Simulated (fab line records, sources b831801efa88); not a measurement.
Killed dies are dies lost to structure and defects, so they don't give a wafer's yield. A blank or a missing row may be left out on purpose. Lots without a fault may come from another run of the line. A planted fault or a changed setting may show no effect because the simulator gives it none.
Which tool did it? | flow gf180mcu | 6 lots, 18 wafers sampled, at 2 steps of a route of 602

WHAT THE GAUGES READ, wafer by wafer
GF_V5_RS_MEAS_24: measures by four-point-probe.
lot  | measured     | on            | V5_W_RS (ohm/sq)
L465 | day 27 14:56 | film_metro-03 | 0.333 0.327 0.333
L468 | day 28 17:34 | film_metro-01 | 0.330 0.331 0.324
L473 | day 30 03:40 | film_metro-03 | 0.318 0.328 0.327
L476 | day 30 22:54 | film_metro-02 | 0.321 0.320 0.326
L483 | day 32 19:35 | film_metro-02 | 0.325 0.334 0.333
L486 | day 33 09:01 | film_metro-02 | 0.327 0.326 0.329

WHICH TOOL RAN EACH LOT (tool, then ch and the chambers of the sampled wafers, then the start)
lot  | GF_POLY_GATE_ETCH_13
L465 | rie_si-01 ch 2,3, day 9 11:20
L468 | rie_si-01 ch 0,2,3, day 10 12:46
L473 | rie_si-02 ch 0,2,3, day 11 23:52
L476 | rie_si-02 ch 2,3, day 12 21:25
L483 | rie_si-01 ch 0,1,3, day 15 01:11
L486 | rie_si-01 ch 0,2, day 15 17:26
- GF_POLY_GATE_ETCH_13: etches poly-Si in HBr/Cl2, stops on SiO2, target depth 198.5 nm, time 69.6 s.

THE ANSWER, worked out from the rows above alone
Rule: what is usual is taken from the lots themselves. Put in order of their means at a reading, lots are off if they are a third of the lots or fewer, leave a main group of 4 or more, and stand apart from it by a gap of 3 or more times the standard deviation of the main group's means; of several such gaps the widest counts. A main group whose means are all the same, to the digits that the tables above print for the reading, isn't used. A lot without any number at a reading at which 4 lots or more have one is off too. The other lots that the step has rows for count as sound.
No lot is off at any reading shown: from this, nothing can be told.

WHAT THE SIMULATOR HAD PUT IN
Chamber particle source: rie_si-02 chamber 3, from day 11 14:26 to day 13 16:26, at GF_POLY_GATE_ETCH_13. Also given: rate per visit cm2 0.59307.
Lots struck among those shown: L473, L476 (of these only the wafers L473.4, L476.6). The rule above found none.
